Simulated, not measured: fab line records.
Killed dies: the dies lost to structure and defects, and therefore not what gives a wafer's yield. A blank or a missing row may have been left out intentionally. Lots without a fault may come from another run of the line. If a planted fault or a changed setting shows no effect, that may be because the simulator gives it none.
fab line records	flow sky130
record lots=12	wafers=36	lastDay=50
route steps=708 shown LI_CONTACT@382 LOCAL_INTERCONNECT@388 METAL1@454 PAD_OPEN@708
lots with no fault: from the same line, run without faults
startH: the number of hours between the record's first day and the start of the first shown wafer of the lot	waitH: hours elapsed since this lot's preceding step	" as in the row above	L1.1+2: a single row standing in for several wafers	- value missing, or start not given	* or withheld: withheld	< > ~ a bound
route shown NAME@n: names a module that has steps shown in the file, with the first one's number in the route	usual: mean/standard deviation of fault-free wafers	same: alike in all rows	chamber/n: place in a boat	sites: the reading at each site	_std_site: the values' standard deviation	_edge_site: mean of outer sites minus mean of inner sites	radiusMm: how far each site lies from the wafer's centre	mask NAME#n: copy n	behind: the most recent tool/chamber to have shaped the wafer	hold: the reason the lot was held/the length of the hold in hours/how it ended	device: transistor that didn't switch, given as n, p or np	end of line: tests run on the same wafers once the route is complete	step lacking rows: just its recipe	killed: not the wafer's yield, but the dies lost to structure and defects at the first sort	map: shows each die of a wafer: x if killed, . if not, _ if none is there
set.NAME: the setting as run; set.NAME@STEP: as run at that earlier step	model.NAME: the simulator's own value behind a step, which no gauge read
the route's steps for a sample of lots (tables are steps, rows are wafers)
services: from which hour (startH, from the record's first day; less than 0 if before it) a tool's chamber was out of use, for how many hours, and why
## steps
# step SKY_LI_CONTACT_SPUTTER_20
# recipe material=TiN	targetThkNm=20	chamberPressurePa=5	powerW=4000	timeS=80
# usual throttleValvePct=29.6/1.1
lot.wafer	tool	chamber	startH	waitH	throttleValvePct
L188.1	pvdSputter-03	-	686.82	0.0	30.3
L188.4	"	-	"	"	29.1
L188.5	"	-	"	"	29.5
L189.1	pvdSputter-04	-	706.01	0.0	30.3
L189.2	"	-	"	"	29.4
L189.3	"	-	"	"	29.8
L190.1	pvdSputter-04	-	714.06	0.0	29.1
L190.3	"	-	"	"	30.5
L190.6	"	-	"	"	29.1
L192.2	pvdSputter-01	-	725.35	0.0	29.1
L192.5	"	-	"	"	29.6
L192.6	"	-	"	"	30.7
L191.3	pvdSputter-04	-	726.62	0.0	27.5
L191.5	"	-	"	"	30.0
L191.6	"	-	"	"	27.8
L193.2	pvdSputter-01	-	734.67	0.0	29.3
L193.4	"	-	"	"	30.8
L193.6	"	-	"	"	29.2
L199.4	pvdSputter-01	-	781.72	0.0	29.2
L199.5	"	-	"	"	31.1
L199.6	"	-	"	"	31.0
L201.2	pvdSputter-01	-	787.61	0.0	31.0
L201.4	"	-	"	"	31.0
L201.5	"	-	"	"	31.0
L202.1	pvdSputter-01	-	799.03	0.0	30.8
L202.2	"	-	"	"	30.9
L202.6	"	-	"	"	29.1
L207.2	pvdSputter-01	-	848.17	0.0	28.9
L207.5	"	-	"	"	30.9
L207.6	"	-	"	"	30.9
L208.1	pvdSputter-01	-	848.91	0.0	30.8
L208.3	"	-	"	"	29.2
L208.5	"	-	"	"	31.3
L209.2	pvdSputter-03	-	855.62	0.0	30.2
L209.3	"	-	"	"	27.3
L209.5	"	-	"	"	27.8
# step SKY_LI_CONTACT_RS_MEAS_22
# recipe thkMeasGauge=four-point-probe	reads=W_of_LI_CONTACT_CVD_21+TiN_of_LI_CONTACT_SPUTTER_20+Ti_of_LI_CONTACT_SPUTTER_19
# usual LI_CONTACT_W_RS=0.287/0.0033
lot.wafer	tool	chamber	startH	waitH	LI_CONTACT_W_RS[ohm/sq]
L188.1	filmMetro-02	-	687.02	0.1	0.284
L188.4	"	-	"	"	0.285
L188.5	"	-	"	"	0.284
L189.1	filmMetro-01	-	706.19	0.1	0.283
L189.2	"	-	"	"	0.289
L189.3	"	-	"	"	0.281
L190.1	filmMetro-02	-	714.24	0.1	0.291
L190.3	"	-	"	"	0.293
L190.6	"	-	"	"	0.290
L192.2	filmMetro-03	-	725.55	0.1	0.292
L192.5	"	-	"	"	0.287
L192.6	"	-	"	"	0.282
L191.3	filmMetro-01	-	726.85	0.1	0.285
L191.5	"	-	"	"	0.286
L191.6	"	-	"	"	0.290
L193.2	filmMetro-01	-	734.88	0.1	0.279
L193.4	"	-	"	"	0.284
L193.6	"	-	"	"	0.284
L199.4	filmMetro-02	-	781.96	0.1	0.285
L199.5	"	-	"	"	0.285
L199.6	"	-	"	"	0.285
L201.2	filmMetro-02	-	787.82	0.1	0.287
L201.4	"	-	"	"	0.287
L201.5	"	-	"	"	0.291
L202.1	filmMetro-01	-	799.22	0.1	0.290
L202.2	"	-	"	"	0.289
L202.6	"	-	"	"	0.285
L207.2	filmMetro-01	-	848.37	0.1	0.291
L207.5	"	-	"	"	0.288
L207.6	"	-	"	"	0.288
L208.1	filmMetro-01	-	849.09	0.1	0.286
L208.3	"	-	"	"	0.285
L208.5	"	-	"	"	0.285
L209.2	filmMetro-03	-	855.82	0.1	0.294
L209.3	"	-	"	"	0.289
L209.5	"	-	"	"	0.287
# step SKY_LOCAL_INTERCONNECT_RS_MEAS_01
# recipe thkMeasGauge=four-point-probe	reads=TiN_of_LOCAL_INTERCONNECT_SPUTTER_00
# usual LOCAL_INTERCONNECT_TIN_RS=14.05/0.19
lot.wafer	tool	chamber	startH	waitH	LOCAL_INTERCONNECT_TIN_RS[ohm/sq]
L188.1	filmMetro-02	-	687.84	0.0	13.85
L188.4	"	-	"	"	13.93
L188.5	"	-	"	"	14.10
L189.1	filmMetro-02	-	706.73	0.0	14.26
L189.2	"	-	"	"	14.44
L189.3	"	-	"	"	14.16
L190.1	filmMetro-01	-	714.78	0.0	14.03
L190.3	"	-	"	"	14.27
L190.6	"	-	"	"	14.18
L192.2	filmMetro-01	-	726.10	0.1	14.16
L192.5	"	-	"	"	14.16
L192.6	"	-	"	"	14.21
L191.3	filmMetro-01	-	727.39	0.1	14.34
L191.5	"	-	"	"	14.18
L191.6	"	-	"	"	14.21
L193.2	filmMetro-04	-	735.42	0.1	13.83
L193.4	"	-	"	"	13.67
L193.6	"	-	"	"	14.04
L199.4	filmMetro-02	-	782.51	0.1	13.82
L199.5	"	-	"	"	13.79
L199.6	"	-	"	"	13.73
L201.2	filmMetro-01	-	788.36	0.1	13.98
L201.4	"	-	"	"	14.37
L201.5	"	-	"	"	14.42
L202.1	filmMetro-02	-	799.76	0.0	14.04
L202.2	"	-	"	"	14.03
L202.6	"	-	"	"	14.03
L207.2	filmMetro-02	-	848.91	0.1	13.82
L207.5	"	-	"	"	14.08
L207.6	"	-	"	"	13.79
L208.1	filmMetro-02	-	849.64	0.0	14.12
L208.3	"	-	"	"	13.83
L208.5	"	-	"	"	14.21
L209.2	filmMetro-02	-	856.37	0.1	14.19
L209.3	"	-	"	"	14.60
L209.5	"	-	"	"	14.14
# step SKY_METAL1_STRIP_20
# recipe chemistry=O2/N2	powerW=1400	pressureMtorr=1500	platenTempC=withheld	o2FlowSccm=3000	n2FlowSccm=300	overashFraction=0.5
# usual chamberPressureMTorr=1499.8/1.3	drypumpMotorCurrentA=5.7/0.53	oesProductAu=0.343/0.005	overashFraction=0.5/0	stripTimeToEndpointS=2.70/0.032
lot.wafer	tool	chamber	startH	waitH	chamberPressureMTorr	drypumpMotorCurrentA	oesProductAu	overashFraction	rfHoursCounterH	stripTimeToEndpointS
L188.1	plasmaAsher-01	1	773.12	0.1	1500.9	4.9	0.351	0.5	34	2.74
L188.4	"	0	"	"	1498.2	5.6	0.346	0.5	-	2.73
L188.5	"	0	"	"	1499.7	5.6	0.345	0.5	-	2.71
L189.1	plasmaAsher-04	0	791.05	0.1	1500.7	6.7	0.345	0.5	97	2.72
L189.2	"	1	"	"	1498.9	5.4	0.346	0.5	97	2.72
L189.3	"	0	"	"	1499.8	6.6	0.351	0.5	-	2.77
L190.1	plasmaAsher-04	0	799.59	0.1	1498.1	6.7	0.342	0.5	97	2.69
L190.3	"	0	"	"	1499.0	6.7	0.345	0.5	-	2.70
L190.6	"	0	"	"	1501.0	6.7	0.342	0.5	-	2.69
L192.2	plasmaAsher-01	0	809.86	0.1	-	-	-	-	-	-
L192.5	"	0	"	"	-	-	-	-	-	-
L192.6	"	1	"	"	-	-	-	-	-	-
L191.3	plasmaAsher-02	0	811.18	0.1	-	-	-	-	-	-
L191.5	"	0	"	"	-	-	-	-	-	-
L191.6	"	1	"	"	-	-	-	-	-	-
L193.2	plasmaAsher-04	0	816.50	0.1	-	-	-	-	-	-
L193.4	"	1	"	"	-	-	-	-	-	-
L193.6	"	0	"	"	-	-	-	-	-	-
L199.4	plasmaAsher-01	0	864.09	0.1	1498.8	5.7	0.357	0.5	-	2.68
L199.5	"	1	"	"	1500.5	5.0	0.347	0.5	-	2.69
L199.6	"	0	"	"	1499.4	5.7	0.342	0.5	-	2.71
L201.2	plasmaAsher-02	1	870.00	0.1	1500.2	5.8	0.341	0.5	13	2.67
L201.4	"	0	"	"	1498.3	5.7	0.343	0.5	-	2.68
L201.5	"	0	"	"	1499.6	5.7	0.348	0.5	-	2.64
L202.1	plasmaAsher-04	1	880.65	0.1	1501.3	5.4	0.347	0.5	106	2.71
L202.2	"	0	"	"	1498.5	6.6	0.335	0.5	106	2.72
L202.6	"	1	"	"	1498.1	5.4	0.342	0.5	-	2.77
L207.2	plasmaAsher-02	1	927.86	0.1	1498.3	5.8	0.336	0.5	20	2.70
L207.5	"	1	"	"	1503.3	5.8	0.344	0.5	-	2.68
L207.6	"	0	"	"	1497.8	5.7	0.345	0.5	-	2.68
L208.1	plasmaAsher-04	1	929.11	0.1	1500.5	5.4	0.351	0.5	111	2.73
L208.3	"	1	"	"	1501.3	5.4	0.347	0.5	-	2.71
L208.5	"	1	"	"	1497.4	5.4	0.352	0.5	-	2.74
L209.2	plasmaAsher-04	0	935.50	0.1	1500.5	6.6	0.350	0.5	111	2.68
L209.3	"	0	"	"	1499.0	6.6	0.335	0.5	-	2.67
L209.5	"	0	"	"	1500.1	6.6	0.345	0.5	-	2.67
# step SKY_PAD_OPEN_PROBE_99
# usual defectLimitedYield=82.5/1.9	killed_at_M0_to_M3=43/6.6	killed_at_M4_up=3.0/1.8	killedAtContacts=24/5.1	killedAtFrontEnd=16/4.5	killedAtOther=0.3/0.67	killedDies=86/9.3	killedOnRim=17/3.8	killedOpen=47/6.9	killedShort=39/6.6	sort_bin_3_pad_short=0.9/0.41	sort_bin_5_function=10.4/1.4	sort_bin_6_memory=6.2/1.1	sortNPass=406/9.3	sortYieldPct=82.5/1.9
# same grossDies=492	killedAtBackSide=0	sort_bin_4_leakage[%]=0	sort_bin_8_speed[%]=0
lot.wafer	tool	chamber	startH	waitH	hold	defectLimitedYield[%]	killed_at_M0_to_M3	killed_at_M4_up	killedAtContacts	killedAtFrontEnd	killedAtOther	killedDies	killedOnRim	killedOpen	killedShort	sort_bin_3_pad_short[%]	sort_bin_5_function[%]	sort_bin_6_memory[%]	sortNPass	sortYieldPct[%]
L188.1	prober-02	-	1081.23	0.1	-	83.3	44	5	25	8	0	82	17	54	26	0.4	10.0	6.3	410	83.3
L188.4	prober-02	-	1081.38	0.2	-	84.1	40	2	17	19	0	78	19	38	38	1.6	9.6	4.7	414	84.1
L188.5	prober-02	-	1081.43	0.2	-	82.7	46	3	20	15	1	85	21	47	38	0.4	11.0	5.9	407	82.7
L189.1	prober-01	-	1095.39	0.1	-	83.9	34	2	24	18	1	79	13	48	31	0.2	9.8	6.1	413	83.9
L189.2	prober-01	-	1095.44	0.1	-	82.3	50	0	23	12	2	87	16	49	35	1.0	10.4	6.3	405	82.3
L189.3	prober-01	-	1095.49	0.2	-	80.7	43	6	25	20	1	95	18	54	39	0.8	12.0	6.5	397	80.7
L190.1	prober-02	-	1103.62	0.1	-	82.9	39	6	24	14	1	84	12	42	41	0.6	9.1	7.3	408	82.9
L190.3	prober-02	-	1103.72	0.2	-	84.3	40	6	17	14	0	77	18	41	35	0.8	8.7	6.1	415	84.3
L190.6	prober-02	-	1103.87	0.2	-	81.9	32	2	29	22	4	89	22	43	43	1.4	8.5	8.1	403	81.9
L192.2	prober-02	-	1108.08	0.1	awaitDispo/2.2h/scrap	0	453	2	20	15	2	492	96	40	40	1.0	91.5	7.5	0	0
L192.5	prober-02	-	1108.23	0.2	awaitDispo/2.2h/scrap	0	454	4	17	17	0	492	96	46	40	1.2	93.1	5.7	0	0
L192.6	prober-02	-	1108.28	0.2	awaitDispo/2.2h/scrap	0.2	447	3	27	14	0	491	96	54	37	0.6	93.1	6.1	1	0.2
L191.3	prober-02	-	1110.68	0.2	awaitDispo/1.8h/scrap	0.4	460	2	16	11	1	490	96	37	49	0.8	93.3	5.5	2	0.4
L191.5	prober-02	-	1110.78	0.2	awaitDispo/1.8h/scrap	0	453	1	23	15	0	492	96	53	43	1.4	91.5	7.1	0	0
L191.6	prober-02	-	1110.83	0.2	awaitDispo/1.8h/scrap	0.2	459	4	17	11	0	491	96	42	41	1.0	91.9	6.9	1	0.2
L193.2	prober-01	-	1115.05	0.1	awaitDispo/1.2h/scrap	0.2	450	4	14	23	0	491	96	49	33	0.6	93.7	5.5	1	0.2
L193.4	prober-01	-	1115.15	0.2	awaitDispo/1.2h/scrap	0.4	441	1	26	21	1	490	96	38	42	0.8	93.5	5.3	2	0.4
L193.6	prober-01	-	1115.25	0.2	awaitDispo/1.2h/scrap	0.6	445	1	25	18	0	489	96	46	42	1.0	91.9	6.5	3	0.6
L199.4	prober-01	-	1149.54	0.2	-	79.9	49	4	28	18	0	99	18	45	54	1.4	12.0	6.7	393	79.9
L199.5	prober-01	-	1149.59	0.2	-	84.3	38	2	21	16	0	77	19	43	34	0.8	8.5	6.3	415	84.3
L199.6	prober-01	-	1149.64	0.2	-	82.7	39	3	22	21	0	85	19	44	41	0.6	10.8	5.9	407	82.7
L201.2	prober-01	-	1155.43	0.1	-	78.7	43	3	36	22	1	105	19	66	38	2.2	11.8	7.3	387	78.7
L201.4	prober-01	-	1155.53	0.2	-	77.6	52	3	25	30	0	110	21	56	54	0.8	12.0	9.6	382	77.6
L201.5	prober-01	-	1155.58	0.2	-	80.7	46	0	24	25	0	95	20	43	52	1.2	11.8	6.3	397	80.7
L202.1	prober-02	-	1165.54	0.1	-	85.2	41	4	19	9	0	73	17	45	28	0.2	8.5	6.1	419	85.2
L202.2	prober-02	-	1165.59	0.1	-	81.7	50	7	19	14	0	90	19	42	48	0.6	11.4	6.3	402	81.7
L202.6	prober-02	-	1165.79	0.2	-	81.5	50	4	25	11	1	91	11	53	38	0.8	11.2	6.5	401	81.5
L207.2	prober-02	-	1192.48	0.1	-	83.1	40	5	26	9	3	83	18	44	39	1.8	9.6	5.5	409	83.1
L207.5	prober-02	-	1192.63	0.2	-	82.9	49	2	24	9	0	84	12	46	38	0.4	11.6	5.1	408	82.9
L207.6	prober-02	-	1192.68	0.2	-	83.9	40	2	19	17	1	79	13	44	34	1.4	9.6	5.1	413	83.9
L208.1	prober-01	-	1193.39	0.1	-	82.7	48	2	23	12	0	85	15	51	34	0.6	10.8	5.9	407	82.7
L208.3	prober-01	-	1193.49	0.2	-	80.3	49	4	23	21	0	97	24	41	53	1.0	11.6	7.1	395	80.3
L208.5	prober-01	-	1193.59	0.2	-	79.7	54	1	16	27	2	100	24	58	42	1.0	12.6	6.7	392	79.7
L209.5	prober-02	-	1198.10	0.2	-	82.1	40	2	33	13	0	88	15	45	43	0.6	10.6	6.7	404	82.1
# killed by level:class
L188.1 CONTACT:geometricParticle:open=10 VIA2:geometricParticle:open=9 VIA3:geometricParticle:open=9 VIA1:geometricParticle:open=8 LI_CONTACT:geometricParticle:open=6 LOCAL_INTERCONNECT:geometricParticle:short=6 FIELD_ISO:geometricParticle:open=3 VIA1:geometricParticle:short=3
L188.4 VIA1:geometricParticle:open=8 FIELD_ISO:geometricParticle:short=7 VIA3:geometricParticle:open=6 FIELD_ISO:geometricParticle:open=5 LI_CONTACT:geometricParticle:open=5 VIA2:geometricParticle:open=5 VIA3:geometricParticle:short=5 CONTACT:geometricParticle:open=4
L188.5 VIA1:geometricParticle:open=16 METAL1:geometricParticle:short=8 LI_CONTACT:geometricParticle:open=7 VIA2:geometricParticle:open=6 FIELD_ISO:geometricParticle:open=5 CONTACT:geometricParticle:open=5 METAL2:geometricParticle:short=5 FIELD_ISO:geometricParticle:short=3
L189.1 CONTACT:geometricParticle:open=13 VIA1:geometricParticle:open=8 POLY_GATE:geometricParticle:open=6 VIA2:geometricParticle:open=6 METAL1:geometricParticle:short=5 FIELD_ISO:geometricParticle:short=4 LI_CONTACT:geometricParticle:open=4 VIA3:geometricParticle:open=4
L189.2 VIA1:geometricParticle:open=14 CONTACT:geometricParticle:open=10 VIA2:geometricParticle:open=9 LI_CONTACT:geometricParticle:open=7 METAL1:geometricParticle:short=7 VIA1:geometricParticle:short=6 VIA3:geometricParticle:open=5 FIELD_ISO:geometricParticle:short=4
L189.3 CONTACT:geometricParticle:open=10 VIA1:geometricParticle:open=10 CONTACT:geometricParticle:short=8 METAL1:geometricParticle:short=8 POLY_GATE:geometricParticle:open=7 FIELD_ISO:geometricParticle:open=6 VIA3:geometricParticle:open=6 METAL4:geometricParticle:short=5
L190.1 LI_CONTACT:geometricParticle:open=9 VIA1:geometricParticle:open=9 CONTACT:geometricParticle:open=7 METAL2:geometricParticle:short=7 METAL4:geometricParticle:short=5 POLY_GATE:geometricParticle:open=4 POLY_GATE:geometricParticle:short=4 METAL1:geometricParticle:short=4
L190.3 VIA1:geometricParticle:open=10 METAL1:geometricParticle:short=8 CONTACT:geometricParticle:open=8 FIELD_ISO:geometricParticle:short=7 VIA3:geometricParticle:open=5 POLY_GATE:geometricParticle:open=4 LOCAL_INTERCONNECT:geometricParticle:short=4 VIA2:geometricParticle:open=4
L190.6 LI_CONTACT:geometricParticle:open=8 CONTACT:geometricParticle:open=8 LOCAL_INTERCONNECT:geometricParticle:short=7 FIELD_ISO:geometricParticle:open=6 FIELD_ISO:geometricParticle:short=6 VIA2:geometricParticle:short=6 CONTACT:geometricParticle:short=5 POLY_GATE:geometricParticle:open=4
L192.2 VIA1:areaHdpcvd=412 CONTACT:geometricParticle:open=9 VIA2:geometricParticle:open=9 VIA1:geometricParticle:open=7 METAL1:geometricParticle:short=6 POLY_GATE:geometricParticle:short=5 LI_CONTACT:geometricParticle:open=4 METAL2:geometricParticle:short=4
L192.5 VIA1:areaHdpcvd=405 VIA1:geometricParticle:open=13 VIA3:geometricParticle:open=8 POLY_GATE:geometricParticle:short=6 CONTACT:geometricParticle:open=6 VIA2:geometricParticle:open=6 METAL1:geometricParticle:short=5 CONTACT:geometricParticle:short=5
L192.6 VIA1:areaHdpcvd=400 VIA1:geometricParticle:open=10 CONTACT:geometricParticle:open=8 VIA3:geometricParticle:open=8 LI_CONTACT:geometricParticle:open=6 CONTACT:geometricParticle:short=5 VIA2:geometricParticle:open=5 METAL3:geometricParticle:short=5
L191.3 VIA1:areaHdpcvd=404 VIA1:geometricParticle:open=11 VIA3:geometricParticle:open=9 METAL2:geometricParticle:short=9 METAL1:geometricParticle:short=8 VIA1:geometricParticle:short=8 LOCAL_INTERCONNECT:geometricParticle:short=7 FIELD_ISO:geometricParticle:short=5
L191.5 VIA1:areaHdpcvd=396 VIA1:geometricParticle:open=14 LOCAL_INTERCONNECT:geometricParticle:short=9 VIA3:geometricParticle:open=9 CONTACT:geometricParticle:open=8 METAL1:geometricParticle:short=8 VIA1:geometricParticle:short=7 VIA2:geometricParticle:open=5
L191.6 VIA1:areaHdpcvd=407 VIA1:geometricParticle:open=15 VIA1:geometricParticle:short=7 VIA3:geometricParticle:open=6 METAL2:geometricParticle:short=5 VIA3:geometricParticle:short=5 LI_CONTACT:geometricParticle:open=4 LOCAL_INTERCONNECT:geometricParticle:short=4
L193.2 VIA1:areaHdpcvd=407 VIA1:geometricParticle:open=10 VIA1:geometricParticle:short=8 VIA2:geometricParticle:open=7 CONTACT:geometricParticle:open=7 VIA3:geometricParticle:open=7 FIELD_ISO:geometricParticle:short=6 FIELD_ISO:geometricParticle:open=5
L193.4 VIA1:areaHdpcvd=410 CONTACT:geometricParticle:short=11 VIA1:geometricParticle:open=9 FIELD_ISO:geometricParticle:short=8 CONTACT:geometricParticle:open=8 FIELD_ISO:geometricParticle:open=6 POLY_GATE:geometricParticle:open=4 LI_CONTACT:geometricParticle:open=4
L193.6 VIA1:areaHdpcvd=401 CONTACT:geometricParticle:open=11 VIA2:geometricParticle:open=11 LOCAL_INTERCONNECT:geometricParticle:short=7 FIELD_ISO:geometricParticle:open=6 VIA2:geometricParticle:short=6 METAL2:geometricParticle:short=5 FIELD_ISO:geometricParticle:short=4
L199.4 CONTACT:geometricParticle:open=12 METAL2:geometricParticle:short=8 VIA2:geometricParticle:open=8 FIELD_ISO:geometricParticle:short=7 VIA2:geometricParticle:short=7 METAL1:geometricParticle:short=6 VIA1:geometricParticle:open=6 LI_CONTACT:geometricParticle:open=5
L199.5 CONTACT:geometricParticle:open=8 VIA2:geometricParticle:open=8 VIA3:geometricParticle:open=7 POLY_GATE:geometricParticle:short=6 VIA2:geometricParticle:short=6 CONTACT:geometricParticle:short=5 POLY_GATE:geometricParticle:open=4 LI_CONTACT:geometricParticle:open=4
L199.6 VIA1:geometricParticle:open=9 POLY_GATE:geometricParticle:open=6 CONTACT:geometricParticle:open=6 VIA2:geometricParticle:short=6 FIELD_ISO:geometricParticle:open=5 POLY_GATE:geometricParticle:short=5 METAL2:geometricParticle:short=5 VIA3:geometricParticle:open=5
L201.2 CONTACT:geometricParticle:open=14 VIA1:geometricParticle:open=11 LI_CONTACT:geometricParticle:open=8 CONTACT:geometricParticle:short=8 METAL2:geometricParticle:short=7 VIA3:geometricParticle:open=7 POLY_GATE:geometricParticle:open=6 VIA2:geometricParticle:open=6
L201.4 VIA1:geometricParticle:open=12 FIELD_ISO:geometricParticle:short=8 POLY_GATE:geometricParticle:short=8 CONTACT:geometricParticle:open=8 VIA3:geometricParticle:open=8 LOCAL_INTERCONNECT:geometricParticle:short=6 VIA2:geometricParticle:open=6 POLY_GATE:geometricParticle:open=5
L201.5 METAL2:geometricParticle:short=10 CONTACT:geometricParticle:open=10 METAL1:geometricParticle:short=8 FIELD_ISO:geometricParticle:short=7 FIELD_ISO:geometricParticle:open=7 VIA3:geometricParticle:open=7 LI_CONTACT:geometricParticle:open=6 METAL3:geometricParticle:short=6
L202.1 CONTACT:geometricParticle:open=10 VIA3:geometricParticle:open=8 VIA1:geometricParticle:open=7 VIA2:geometricParticle:short=6 FIELD_ISO:geometricParticle:open=5 LI_CONTACT:geometricParticle:open=4 METAL2:geometricParticle:short=4 VIA2:geometricParticle:open=4
L202.2 METAL1:geometricParticle:short=10 VIA1:geometricParticle:open=10 LI_CONTACT:geometricParticle:open=7 POLY_GATE:geometricParticle:short=6 VIA1:geometricParticle:short=6 METAL4:geometricParticle:short=6 CONTACT:geometricParticle:open=5 VIA2:geometricParticle:open=5
L202.6 VIA1:geometricParticle:open=13 CONTACT:geometricParticle:open=8 METAL2:geometricParticle:short=7 LOCAL_INTERCONNECT:geometricParticle:short=7 METAL1:geometricParticle:short=7 VIA2:geometricParticle:open=7 VIA3:geometricParticle:open=7 LI_CONTACT:geometricParticle:open=6
L207.2 CONTACT:geometricParticle:open=9 LI_CONTACT:geometricParticle:open=8 VIA1:geometricParticle:open=8 VIA3:geometricParticle:open=6 VIA2:geometricParticle:short=5 VIA2:geometricParticle:open=5 METAL4:geometricParticle:short=5 METAL1:geometricParticle:short=4
L207.5 VIA3:geometricParticle:open=16 VIA1:geometricParticle:open=9 VIA3:geometricParticle:short=8 LOCAL_INTERCONNECT:geometricParticle:short=6 CONTACT:geometricParticle:open=6 CONTACT:geometricParticle:short=5 VIA1:geometricParticle:short=4 LI_CONTACT:geometricParticle:short=3
L207.6 VIA1:geometricParticle:open=11 CONTACT:geometricParticle:open=8 FIELD_ISO:geometricParticle:short=6 VIA2:geometricParticle:open=5 POLY_GATE:geometricParticle:short=4 LI_CONTACT:geometricParticle:short=4 VIA3:geometricParticle:open=4 LI_CONTACT:geometricParticle:open=3
L208.1 VIA1:geometricParticle:open=13 CONTACT:geometricParticle:open=12 METAL2:geometricParticle:short=6 LI_CONTACT:geometricParticle:open=6 VIA3:geometricParticle:open=5 VIA1:geometricParticle:short=5 METAL3:geometricParticle:short=5 FIELD_ISO:geometricParticle:open=4
L208.3 METAL2:geometricParticle:short=10 VIA1:geometricParticle:open=8 CONTACT:geometricParticle:open=6 VIA3:geometricParticle:open=6 VIA2:geometricParticle:open=6 POLY_GATE:geometricParticle:open=5 VIA2:geometricParticle:short=5 LI_CONTACT:geometricParticle:short=5
L208.5 VIA3:geometricParticle:open=11 VIA2:geometricParticle:open=10 VIA1:geometricParticle:open=10 VIA3:geometricParticle:short=8 FIELD_ISO:geometricParticle:open=6 POLY_GATE:geometricParticle:short=6 POLY_GATE:geometricParticle:open=5 LI_CONTACT:geometricParticle:open=5
L209.5 CONTACT:geometricParticle:open=11 CONTACT:geometricParticle:short=8 VIA1:geometricParticle:open=6 LI_CONTACT:geometricParticle:open=6 LOCAL_INTERCONNECT:geometricParticle:short=5 METAL1:geometricParticle:open=5 VIA1:geometricParticle:short=5 VIA2:geometricParticle:short=5
## services
tool	chamber	startH	hours	kind
plasmaAsher-02	-	691.70	0.6	repair
pvdSputter-03	-	703.65	0.5	repair
pvdSputter-01	2	707.06	-	consumableReplace:kit
pvdSputter-01	2	707.06	18.0	scheduledDown
pvdSputter-01	2	707.06	18.0	ventCycle
pvdSputter-03	-	712.58	5.7	repair
pvdSputter-01	-	725.88	4.9	repair
plasmaAsher-02	-	733.75	9.0	pm
plasmaAsher-02	0	733.75	9.0	ventCycle
plasmaAsher-02	1	733.75	9.0	ventCycle
pvdSputter-01	-	734.98	5.4	repair
plasmaAsher-02	0	742.75	-	clean
plasmaAsher-02	1	742.75	-	clean
plasmaAsher-01	-	760.57	2.8	pm
plasmaAsher-01	-	788.99	1.2	repair
pvdSputter-04	-	803.63	4.1	repair
plasmaAsher-01	-	819.43	2.3	repair
pvdSputter-03	-	821.30	1.0	repair
pvdSputter-03	-	844.45	10.9	repair
pvdSputter-04	-	848.05	0.5	repair
pvdSputter-01	-	880.90	1.8	repair
pvdSputter-04	-	885.90	6.6	repair
pvdSputter-01	-	893.30	2.2	repair
plasmaAsher-04	-	903.55	5.6	repair
## key
firstSign step=SKY_METAL1_STRIP_20	reading=toolRecord	direction=missing
effect step=SKY_PAD_OPEN_PROBE_99	reading=killed_at_M0_to_M3	direction=up	sigmas=61	usual=43	struck=451
moreKillsBornAt SKY_VIA1_HDPCVD_00@hdpcvd-01=2435	SKY_VIA1_HDPCVD_00@hdpcvd-02=1207
metAt SKY_METAL1_STRIP_20
struckLots L191,L192,L193
laterRowsLeftOut L191.3,L191.5,L191.6,L192.2,L192.5,L192.6,L193.2,L193.4,L193.6
notActingAt SKY_LI_CONTACT_SPUTTER_20,SKY_LI_CONTACT_RS_MEAS_22,SKY_LOCAL_INTERCONNECT_RS_MEAS_01
onsetBetween 799.59 809.86
fault kind=skippedStepWhole	tool=plasmaAsher-01,plasmaAsher-02,plasmaAsher-04	chamber=-	onsetH=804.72	steps=SKY_METAL1_STRIP_20	scope=struckLotsOnly
# laterRowsLeftOut: the simulator's readings of these wafers behind a module that went badly wrong aren't trusted and aren't shown, but for the sort
